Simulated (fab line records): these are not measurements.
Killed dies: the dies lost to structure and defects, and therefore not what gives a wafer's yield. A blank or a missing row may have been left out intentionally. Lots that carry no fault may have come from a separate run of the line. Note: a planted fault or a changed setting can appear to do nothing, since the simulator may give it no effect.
Which tool was responsible? || flow sfq line || 16 lots (48 wafers sampled), 1 step of a 325-step route

## WHAT THE GAUGES READ, wafer by wafer
Not one reading of a measure or inspect step in the record can be checked against a usual standard deviation.

## TOOL THAT RAN EACH LOT (tool first, then ch and the chambers of the sampled wafers, then the start)
{"lot": "L759", "SFQ_TRILAYER_I1_VIA_LITHO_EXPOSE_050": "krf scanner-01 ch 0, day 25 19:44"}
{"lot": "L761", "SFQ_TRILAYER_I1_VIA_LITHO_EXPOSE_050": "krf scanner-01 ch 0, day 26 04:08"}
{"lot": "L762", "SFQ_TRILAYER_I1_VIA_LITHO_EXPOSE_050": "krf scanner-02 ch 0, day 27 06:40"}
{"lot": "L763", "SFQ_TRILAYER_I1_VIA_LITHO_EXPOSE_050": "krf scanner-02 ch 0, day 27 21:16"}
{"lot": "L765", "SFQ_TRILAYER_I1_VIA_LITHO_EXPOSE_050": "krf scanner-01 ch 0, day 28 10:23"}
{"lot": "L766", "SFQ_TRILAYER_I1_VIA_LITHO_EXPOSE_050": "krf scanner-02 ch 0, day 28 19:07"}
{"lot": "L767", "SFQ_TRILAYER_I1_VIA_LITHO_EXPOSE_050": "krf scanner-02 ch 0, day 29 02:43"}
{"lot": "L768", "SFQ_TRILAYER_I1_VIA_LITHO_EXPOSE_050": "krf scanner-02 ch 0, day 29 13:07"}
{"lot": "L769", "SFQ_TRILAYER_I1_VIA_LITHO_EXPOSE_050": "krf scanner-02 ch 0, day 29 21:19"}
{"lot": "L771", "SFQ_TRILAYER_I1_VIA_LITHO_EXPOSE_050": "krf scanner-01 ch 0, day 30 19:59"}
{"lot": "L775", "SFQ_TRILAYER_I1_VIA_LITHO_EXPOSE_050": "krf scanner-01 ch 0, day 32 02:47"}
{"lot": "L776", "SFQ_TRILAYER_I1_VIA_LITHO_EXPOSE_050": "krf scanner-01 ch 0, day 34 00:47"}
{"lot": "L778", "SFQ_TRILAYER_I1_VIA_LITHO_EXPOSE_050": "krf scanner-01 ch 0, day 39 16:51"}
{"lot": "L779", "SFQ_TRILAYER_I1_VIA_LITHO_EXPOSE_050": "krf scanner-01 ch 0, day 39 22:51"}
{"lot": "L780", "SFQ_TRILAYER_I1_VIA_LITHO_EXPOSE_050": "krf scanner-01 ch 0, day 40 08:03"}
{"lot": "L781", "SFQ_TRILAYER_I1_VIA_LITHO_EXPOSE_050": "krf scanner-01 ch 0, day 41 00:51"}
- SFQ_TRILAYER_I1_VIA_LITHO_EXPOSE_050: exposes mask I1, target cd 500 nm.

## AS READ BY THE TOOLS THEMSELVES (means over the sampled wafers that have a number; for cases with no such wafer, the mark the record gives instead)
SFQ_TRILAYER_I1_VIA_LITHO_EXPOSE_050. Usual: exposure dose mJ cm2 21.305, standard deviation 0.02; reticle temp C 22.99 C, standard deviation 0.12; stage vel mm s 500.00 mm/s, standard deviation 0.26.
{"lot": "L759", "tool": "krf scanner-01", "exposure dose mJ cm2": 21.283, "reticle temp C (C)": 23.00, "stage vel mm s (mm/s)": 499.97, "flag": ""}
{"lot": "L761", "tool": "krf scanner-01", "exposure dose mJ cm2": 21.316, "reticle temp C (C)": 23.25, "stage vel mm s (mm/s)": 500.06, "flag": ""}
{"lot": "L762", "tool": "krf scanner-02", "exposure dose mJ cm2": 21.286, "reticle temp C (C)": 23.02, "stage vel mm s (mm/s)": 499.96, "flag": ""}
{"lot": "L763", "tool": "krf scanner-02", "exposure dose mJ cm2": 21.318, "reticle temp C (C)": 23.11, "stage vel mm s (mm/s)": 499.90, "flag": ""}
{"lot": "L765", "tool": "krf scanner-01", "exposure dose mJ cm2": 21.305, "reticle temp C (C)": 23.04, "stage vel mm s (mm/s)": 499.93, "flag": ""}
{"lot": "L766", "tool": "krf scanner-02", "exposure dose mJ cm2": 21.923, "reticle temp C (C)": 22.95, "stage vel mm s (mm/s)": 499.84, "flag": "OFF"}
{"lot": "L767", "tool": "krf scanner-02", "exposure dose mJ cm2": 21.951, "reticle temp C (C)": 23.10, "stage vel mm s (mm/s)": 500.12, "flag": "OFF"}
{"lot": "L768", "tool": "krf scanner-02", "exposure dose mJ cm2": 21.928, "reticle temp C (C)": 23.08, "stage vel mm s (mm/s)": 499.93, "flag": "OFF"}
{"lot": "L769", "tool": "krf scanner-02", "exposure dose mJ cm2": 21.927, "reticle temp C (C)": 22.93, "stage vel mm s (mm/s)": 499.93, "flag": "OFF"}
{"lot": "L771", "tool": "krf scanner-01", "exposure dose mJ cm2": 21.299, "reticle temp C (C)": 23.01, "stage vel mm s (mm/s)": 500.20, "flag": ""}
{"lot": "L775", "tool": "krf scanner-01", "exposure dose mJ cm2": 21.325, "reticle temp C (C)": 22.95, "stage vel mm s (mm/s)": 500.07, "flag": ""}
{"lot": "L776", "tool": "krf scanner-01", "exposure dose mJ cm2": 21.300, "reticle temp C (C)": 22.95, "stage vel mm s (mm/s)": 500.32, "flag": ""}
{"lot": "L778", "tool": "krf scanner-01", "exposure dose mJ cm2": 21.299, "reticle temp C (C)": 22.88, "stage vel mm s (mm/s)": 500.07, "flag": ""}
{"lot": "L779", "tool": "krf scanner-01", "exposure dose mJ cm2": 21.312, "reticle temp C (C)": 22.99, "stage vel mm s (mm/s)": 499.88, "flag": ""}
{"lot": "L780", "tool": "krf scanner-01", "exposure dose mJ cm2": 21.318, "reticle temp C (C)": 22.99, "stage vel mm s (mm/s)": 499.82, "flag": ""}
{"lot": "L781", "tool": "krf scanner-01", "exposure dose mJ cm2": 21.307, "reticle temp C (C)": 22.76, "stage vel mm s (mm/s)": 499.99, "flag": ""}

## THE ANSWER, worked out from the rows above alone
Rule: a lot counts as off when the mean over its wafers that have a number is more than 3 standard deviations away from the usual mean. A lot without any number at a reading at which 4 lots or more have one is off too. The other lots that the step has rows for count as sound. After the gauges, taken in route order, come the tools' own readings; for these a lot's mean is taken, as printed above. At the first step where some lot is off, the reading lying furthest off is the one used; lots without a number count as furthest.
Off, at SFQ_TRILAYER_I1_VIA_LITHO_EXPOSE_050 on exposure dose mJ cm2: L766, L767, L768, L769.
If a tool, at that step or one of the process steps before it, ran each lot that is off and ran no sound lot following the first of them, it fits. One candidate fits, namely krf scanner-02 at SFQ_TRILAYER_I1_VIA_LITHO_EXPOSE_050. A fault onset in the window from L763 (day 27 21:16, its last sound lot) to L766 (day 28 19:07, its first lot off) fits.
The tool's own readings at SFQ_TRILAYER_I1_VIA_LITHO_EXPOSE_050 bear it out: on the lots that are off they differ by more than 5 times the standard deviation of the sound lots' means. exposure dose mJ cm2 reads 21.932 there against 21.306 on the sound lots.

## WHAT THE SIMULATOR HAD INSERTED
Process parameter drift: krf scanner-02, from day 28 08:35 on, at SFQ_TRILAYER_I1_VIA_LITHO_EXPOSE_050. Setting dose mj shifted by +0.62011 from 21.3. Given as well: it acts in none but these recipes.
Lots struck among those shown: L766, L767, L768, L769. Same finding as the rule above.
